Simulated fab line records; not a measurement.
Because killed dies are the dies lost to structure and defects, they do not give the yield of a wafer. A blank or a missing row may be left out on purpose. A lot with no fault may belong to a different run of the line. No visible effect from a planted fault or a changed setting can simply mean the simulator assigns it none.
Matching of chambers | flow gf180mcu | cmp-02 running GF_V2_CMP_26: 4 sister chambers
The step polishes, stops on SiO2, t overpolish 15 s, target thk 0 nm. 4 wafers are shown with their chamber, then 9 later ones without.

## WAFERS PAIRED WITH THEIR CHAMBERS
wafer  | chamber | motor current A (A)
L796.6 | 1       | 9.8
L804.4 | 2       | 9.4
L804.5 | 3       | 11.0
L804.6 | 0       | 9.5

## WAFERS WHOSE CHAMBER IS MISSING
wafer  | motor current A (A)
L805.1 | 9.8
L805.4 | 9.4
L805.6 | 9.3
L806.4 | 9.0
L806.5 | 9.1
L806.6 | 10.4
L807.4 | 9.0
L807.5 | 9.5
L807.6 | 10.9

## WHICH CHAMBER EACH ONE RAN IN
wafer  | from the rows above               | in truth
L805.1 | can't be placed: 1 or 0 or 2      | 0
L805.4 | can't be placed: 2 or 0 or 1      | 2
L805.6 | can't be placed: 2 or 0 or 1      | 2
L806.4 | can't be placed: 2 or 0 or 1      | 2
L806.5 | can't be placed: 2 or 0 or 1      | 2
L806.6 | can't be placed: 1 or 3 or 0 or 2 | 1
L807.4 | can't be placed: 2 or 0 or 1      | 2
L807.5 | can't be placed: 0 or 2 or 1      | 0
L807.6 | 3                                 | 3
Placed correctly: 1 of 9. Not placeable from these rows: 8 (in 8, the candidates include the true chamber). 0 placed wrongly.
How it was worked out, from the rows above alone: a wafer's distance from a chamber is the root of the sum, over the readings, of the square of ((its reading less the chamber's mean) divided by the reading's scatter). If the next closest chamber is less than 2 further off than the closest, the wafer can't be placed; otherwise it belongs to the closest. A chamber's mean is the mean of its shown wafers. The scatter (one wafer shown for each chamber): square how far every hidden wafer sits from the nearest shown wafer, average those squares and take the square root.
